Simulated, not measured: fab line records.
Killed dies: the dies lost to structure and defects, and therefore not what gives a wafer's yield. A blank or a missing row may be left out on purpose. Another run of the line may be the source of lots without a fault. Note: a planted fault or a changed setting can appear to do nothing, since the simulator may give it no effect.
Matching of chambers / flow gf180mcu / 4 sister chambers for GF_PASSIVATION_ETCH_11 on rieDiel-04
The step etches the open film in CF4/O2, stops on TiN, target depth 1800 nm, time 400 s. 4 wafers are shown with their chamber, then 6 later ones without.

== WAFERS WITH THEIR CHAMBER ==
wafer=L426.2; chamber=3; drypumpMotorCurrentA (A)=5.1
wafer=L436.2; chamber=1; drypumpMotorCurrentA (A)=5.8
wafer=L436.4; chamber=2; drypumpMotorCurrentA (A)=6.8
wafer=L436.5; chamber=0; drypumpMotorCurrentA (A)=6.5

== WAFERS WHOSE CHAMBER IS MISSING ==
wafer=L441.1; drypumpMotorCurrentA (A)=5.8
wafer=L441.2; drypumpMotorCurrentA (A)=6.4
wafer=L441.5; drypumpMotorCurrentA (A)=6.4
wafer=L447.1; drypumpMotorCurrentA (A)=5.1
wafer=L447.3; drypumpMotorCurrentA (A)=6.7
wafer=L447.4; drypumpMotorCurrentA (A)=5.8

== CHAMBER TAKEN BY EACH ==
wafer=L441.1; from the rows above=1; in truth=1
wafer=L441.2; from the rows above=0; in truth=0
wafer=L441.5; from the rows above=0; in truth=0
wafer=L447.1; from the rows above=3; in truth=3
wafer=L447.3; from the rows above=can't be placed: 2 or 0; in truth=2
wafer=L447.4; from the rows above=1; in truth=1
Correct placement for 5 of the 6. Can't be placed from these rows: 1 (the true chamber is among the candidates in 1). Placed wrongly: 0.
How it was worked out, from the rows above alone: a wafer's distance from a chamber is the root of the sum, over the readings, of the square of ((its reading less the chamber's mean) divided by the reading's scatter). If the next closest chamber is less than 2 further off than the closest, the wafer can't be placed; otherwise it belongs to the closest. A chamber's mean is the mean of its shown wafers. The scatter (one wafer shown for each chamber): square how far every hidden wafer sits from the nearest shown wafer, average those squares and take the square root.
